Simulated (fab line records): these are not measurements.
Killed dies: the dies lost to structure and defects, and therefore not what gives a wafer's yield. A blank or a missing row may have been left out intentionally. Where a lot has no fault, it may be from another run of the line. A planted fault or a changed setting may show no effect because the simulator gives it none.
Which tool did it? -- flow sky130 -- Sampling: 15 lots, 45 wafers, 3 of 708 route steps

WHAT EACH GAUGE READ, for each wafer
SKY_VIA3_RS_MEAS_22: uses a four-point probe to measure. Usual: VIA3_W_RS gives 0.2962 ohm/sq (standard deviation 0.0027).
lot,measured,on,VIA3_W_RS (ohm/sq),flag
L247,day 39 16:16,film_metro-03,0.2926 0.2936 0.2953,
L248,day 40 05:43,film_metro-01,0.2955 0.2971 0.2910,
L250,day 40 17:22,film_metro-02,0.2907 0.2951 0.2945,
L251,day 40 19:35,film_metro-03,0.2964 0.2913 0.2938,
L253,day 41 17:49,film_metro-03,0.2956 0.2939 0.2958,
L254,day 41 20:19,film_metro-02,0.2976 0.2960 0.2954,
L255,day 42 07:37,film_metro-01,0.2989 0.3004 0.2987,
L257,day 42 17:15,film_metro-01,0.2953 0.2987 0.2947,
L259,day 43 05:58,film_metro-03,0.2962 0.2970 0.2971,
L263,day 44 11:52,film_metro-02,0.3028 0.2972 0.2985,
L264,day 45 17:54,film_metro-01,0.2956 0.2971 0.2971,
L265,day 45 18:45,film_metro-03,0.2952 0.2985 0.2944,
L268,day 45 20:26,film_metro-02,0.2924 0.2954 0.2959,
L267,day 45 22:12,film_metro-02,0.2933 0.2964 0.2981,
L269,day 46 13:19,film_metro-03,0.2980 0.3011 0.2989,

EACH LOT AND THE TOOL THAT RAN IT (in order: tool; ch and the chambers of the sampled wafers; start)
lot,SKY_METAL3_SPUTTER_04,SKY_VIA3_STRIP_16
L247,"pvd_sputter-02, day 36 08:32","plasma_asher-02 ch 0, day 39 15:20"
L248,"pvd_sputter-02, day 36 22:45","plasma_asher-03 ch 0,1, day 40 04:56"
L250,"pvd_sputter-03, day 37 09:43","plasma_asher-01 ch 0,1, day 40 16:17"
L251,"pvd_sputter-02, day 37 12:19","plasma_asher-01 ch 0,1, day 40 18:48"
L253,"pvd_sputter-03, day 38 12:08","plasma_asher-02 ch 0,1, day 41 16:34"
L254,"pvd_sputter-02, day 38 13:56","plasma_asher-02 ch 0,1, day 41 19:29"
L255,"pvd_sputter-03, day 39 04:43","plasma_asher-03 ch 0,1, day 42 06:50"
L257,"pvd_sputter-04, day 39 13:42","plasma_asher-01 ch 0,1, day 42 16:29"
L259,"pvd_sputter-03, day 40 06:25","plasma_asher-01 ch 0,1, day 43 05:12"
L263,"pvd_sputter-03, day 41 12:47","plasma_asher-03 ch 0,1, day 44 11:03"
L264,"pvd_sputter-02, day 42 19:07","plasma_asher-02 ch 0,1, day 45 16:56"
L265,"pvd_sputter-04, day 42 19:43","plasma_asher-01 ch 1, day 45 17:38"
L268,"pvd_sputter-03, day 42 20:59","plasma_asher-01 ch 0,1, day 45 19:20"
L267,"pvd_sputter-02, day 42 23:38","plasma_asher-02 ch 0,1, day 45 21:23"
L269,"pvd_sputter-02, day 43 15:52","plasma_asher-02 ch 0,1, day 46 12:32"
- SKY_METAL3_SPUTTER_04: material TiN, target thk 70 nm, time 58.3 s.
- SKY_VIA3_STRIP_16: strips in O2/N2.

WHAT THE TOOLS THEMSELVES READ (means of the sampled wafers that have a number; where no wafer has one, the mark that the record gives instead)
SKY_METAL3_SPUTTER_04. Usual: throttle_valve_pct at 29.8 %, with a standard deviation of 1.
lot,tool,throttle_valve_pct (%),flag
L247,pvd_sputter-02,28.8,
L248,pvd_sputter-02,28.9,
L250,pvd_sputter-03,30.0,
L251,pvd_sputter-02,29.1,
L253,pvd_sputter-03,30.4,
L254,pvd_sputter-02,28.3,
L255,pvd_sputter-03,30.1,
L257,pvd_sputter-04,30.6,
L259,pvd_sputter-03,30.4,
L263,pvd_sputter-03,30.1,
L264,pvd_sputter-02,28.9,
L265,pvd_sputter-04,30.7,
L268,pvd_sputter-03,30.7,
L267,pvd_sputter-02,30.4,
L269,pvd_sputter-02,29.1,

SKY_VIA3_STRIP_16. Usual: chamber_pressure_mTorr 1500.1 mTorr, standard deviation 1.3; drypump_motor_current_A 5.7 A, standard deviation 0.44; oes_product_au 0.402 a.u., standard deviation 0.0042; strip_time_to_endpoint_s 4.129 s, standard deviation 0.022.
lot,tool,chamber_pressure_mTorr (mTorr),drypump_motor_current_A (A),oes_product_au (a.u.),strip_time_to_endpoint_s (s),flag
L247,plasma_asher-02,1499.4,5.3,0.402,4.105,
L248,plasma_asher-03,1499.6,5.6,0.404,4.135,
L250,plasma_asher-01,1500.6,6.1,0.401,4.124,
L251,plasma_asher-01,1500.1,6.0,0.401,4.122,
L253,plasma_asher-02,1499.1,5.4,0.398,4.122,
L254,plasma_asher-02,1499.0,5.5,0.408,4.108,
L255,plasma_asher-03,1499.4,5.6,0.402,4.117,
L257,plasma_asher-01,1500.6,6.3,0.401,4.129,
L259,plasma_asher-01,1500.0,6.0,0.403,4.105,
L263,plasma_asher-03,1502.0,5.4,0.400,4.141,
L264,plasma_asher-02,1500.1,5.4,0.403,4.160,
L265,plasma_asher-01,1499.3,6.6,0.404,4.139,
L268,plasma_asher-01,1499.6,6.0,0.402,4.111,
L267,plasma_asher-02,1500.0,5.4,0.402,4.132,
L269,plasma_asher-02,1500.1,5.4,0.403,4.145,

THE ANSWER, worked out from the rows above alone
Rule: a lot counts as off when the mean over its wafers that have a number is more than 3 standard deviations away from the usual mean. Also off: a lot with no number at a reading for which 4 or more lots have one. Any other lot the step has rows for is counted as sound. First the gauges in route order, then the tools' own readings, where a lot's mean is used as printed above. At the first step where some lot is off, the reading lying furthest off is the one used; lots without a number count as furthest.
Across all readings shown, no lot is off: no conclusion can be drawn from this.

WHAT HAD BEEN PUT IN BY THE SIMULATOR
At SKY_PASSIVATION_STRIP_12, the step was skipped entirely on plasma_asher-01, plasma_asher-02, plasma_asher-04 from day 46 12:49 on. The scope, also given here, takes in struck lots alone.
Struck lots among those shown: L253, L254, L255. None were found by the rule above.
